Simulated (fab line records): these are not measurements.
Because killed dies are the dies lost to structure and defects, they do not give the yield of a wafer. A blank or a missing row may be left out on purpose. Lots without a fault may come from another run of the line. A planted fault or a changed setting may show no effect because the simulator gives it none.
A struck lot beside a sound one -- flow sky130 -- 21 steps out of a route of 708
Sound: the wafers L423.2, L423.3, L423.6. Wafers L432.2, L432.5, L432.6 were the ones struck. Last of all comes the cause.
Order at every step that has rows: each side's tool, ch and its chambers, its first start. Under that, the readings that differ: sound wafers -- struck wafers -- difference of the means -- sigmas: that difference in standard deviations of wafers without a fault.
alike: same words and numbers on both sides, and readings whose means sit less than 2 such deviations apart. not compared: any withheld reading, any reading some wafer has no value for, any bound like >300 that may hide the same value, and any number with overlapping values for which the record gives no deviation.
The two part at a step that has a row with sigmas, a row that says differs or no value, or rows on one side only. When numbers do not overlap yet have no deviation, they are printed without sigmas and do not part them. A reading missing from all wafers of one side parts the sides only when that side holds two or more wafers.

first, 1 step without rows for these wafers: SKY_RES_XHIGH_IMPLANT_07.
SKY_RES_XHIGH_STRIP_08: strips in O2/N2.
  sound on plasmaAsher-03 ch 0,1, day 27 15:35; struck on plasmaAsher-01 ch 0,1, day 31 04:34
  alike: drypumpMotorCurrentA, oesProductAu, stripTimeToEndpointS
  not compared: rfHoursCounterH
SKY_RES_XHIGH_TW_MEAS_09:
  struck on filmMetro-03, day 31 04:41; sound on filmMetro-03, day 27 15:42
  alike: RES_XHIGH_TW
then, 7 steps without rows for these wafers: SKY_SD_N_DEHYDRATE_00 (time 60 s); SKY_SD_N_HMDS_01 (prime time 60 s); SKY_SD_N_COAT_02 (resist thk 1140 nm); SKY_SD_N_SOFTBAKE_03 (time 60 s); SKY_SD_N_EXPOSE_04 (exposes mask NSDM, target cd 380 nm); SKY_SD_N_PEB_05; SKY_SD_N_DEVELOP_06 (develop time 60 s).
SKY_SD_N_CD_MEAS_07 targets a cd of 380 nm.
  struck on cdSem-02, day 32 08:14; sound on cdSem-01, day 28 20:20
  alike: cdNm
SKY_SD_N_OVL_MEAS_08:
  struck on overlay-02, day 32 08:20; sound on overlay-01, day 28 20:26
reading,sound,struck,difference,sigmas
SD_N_OVL (nm),-0.9 -2.1 -1.4,0.4 2.6 1.2,+2.9,+2
SKY_SD_N_IMPLANT_09:
  sound on implanter-04 ch 0, day 28 20:29; struck on implanter-03 ch 0, day 32 08:24
reading,sound,struck,difference,sigmas
beamOnS (s),13.4 13.8 13.5,23.4 23.9 22.8,+9.8,+8
doseIonsCm2,3.996e+15 3.992e+15 3.988e+15,5.678e+15 5.679e+15 5.675e+15,+1.685e+15,+99 or more
following that, these wafers have no rows for 1 step: SKY_SD_N_IMPLANT_10.
SKY_SD_N_STRIP_11: strips in O2/N2.
  sound on plasmaAsher-01 ch 0,1, day 28 20:46; struck on plasmaAsher-04 ch 0,1, day 32 08:40
reading,sound,struck,difference,sigmas
oesProductAu (a.u.),0.527 0.526 0.531,0.516 0.514 0.511,-0.014,-3
stripTimeToEndpointS (s),22.61 22.64 22.66,23.48 23.52 23.48,+0.86,+19
  alike: drypumpMotorCurrentA
  not compared: rfHoursCounterH
SKY_SD_N_TW_MEAS_12:
  struck on filmMetro-04, day 32 08:47; sound on filmMetro-02, day 28 20:52
reading,sound,struck,difference,sigmas
SD_N_TW,3955 3946 3933,4006 4020 3999,+64,+2
then, 1 step without rows for these wafers: SKY_SD_N_CLEAN_13 (cleans in SC1/SC2, time 150 s).
SKY_SD_N_RTA_14: time 2 s.
  sound on rtpAnneal-02 ch 0, day 28 20:59; struck on rtpAnneal-01 ch 0, day 32 08:54
reading,sound,struck,difference,sigmas
lampPowerPct (%),15.85 15.77 15.74,15.72 15.57 15.66,-0.14,-3
  alike: wafer_temp_C_max
SKY_SD_N_RS_MEAS_16: measurement is done with a four-point probe.
  struck on filmMetro-03, day 32 09:05; sound on filmMetro-04, day 28 21:10
reading,sound,struck,difference,sigmas
SD_N_RS (ohm/sq),68.37 68.46 68.48,65.99 65.99 65.96,-2.46,-22
SKY_SD_N_RS_MEAS_17: measurement is done with a four-point probe.
  struck on filmMetro-03, day 32 09:13; sound on filmMetro-04, day 28 21:17
  alike: SD_P_RS
-- a jump in the record: the struck wafers' starts before and after are 17 days apart (it breaks off in module SD_N and resumes in module PAD_OPEN, where the first step shown is number 708 of the route) --
SKY_PAD_OPEN_PROBE_99:
  struck on prober-01, day 49 03:47; sound on prober-02, day 46 15:25
reading,sound,struck,difference,sigmas
model.etest.resNdiff.lineOhmUm,782.5 773.1 770.4,722.1 705.1 721.8,-59.0,
model.etest.nfetG5v0d10v5.rOnOhmUm,1914 1906 1922,1859 1835 1834,-71,
model.etest.sonosUncharged.rOnOhmUm,821.4 814.5 825.3,772.5 779.1 771.6,-46.0,
model.etest.liconNdiff.rcOhm,175.4 181.5 184,165.7 164.5 167.7,-14.3,
model.etest.resNdiffHv.rsOhmSq,116.1 116.5 116.1,106.5 106.3 107,-9.6,
model.etest.resNdiff.rsOhmSq,121 121.4 121.2,112.2 111.6 113,-8.9,
model.etest.nfetG5v0d10v5.offLog10AUm,-13.95 -13.91 -13.89,-13.63 -13.69 -13.76,+0.22,
  alike: killed_at_M0_to_M3, killed_at_M4_up, killedAtContacts, killedAtFrontEnd, killedAtOther, killedDies, killedOpen, killedShort
  not compared: model.etest.sonosProgrammed.offLog10AUm

WHERE THEY PART
Earliest at SKY_SD_N_OVL_MEAS_08; latest, in this record, at SKY_SD_N_RS_MEAS_16. Later steps at which nothing parts them and some readings are alike: SKY_SD_N_RS_MEAS_17, SKY_PAD_OPEN_PROBE_99.

WHY: what had been put in by the simulator
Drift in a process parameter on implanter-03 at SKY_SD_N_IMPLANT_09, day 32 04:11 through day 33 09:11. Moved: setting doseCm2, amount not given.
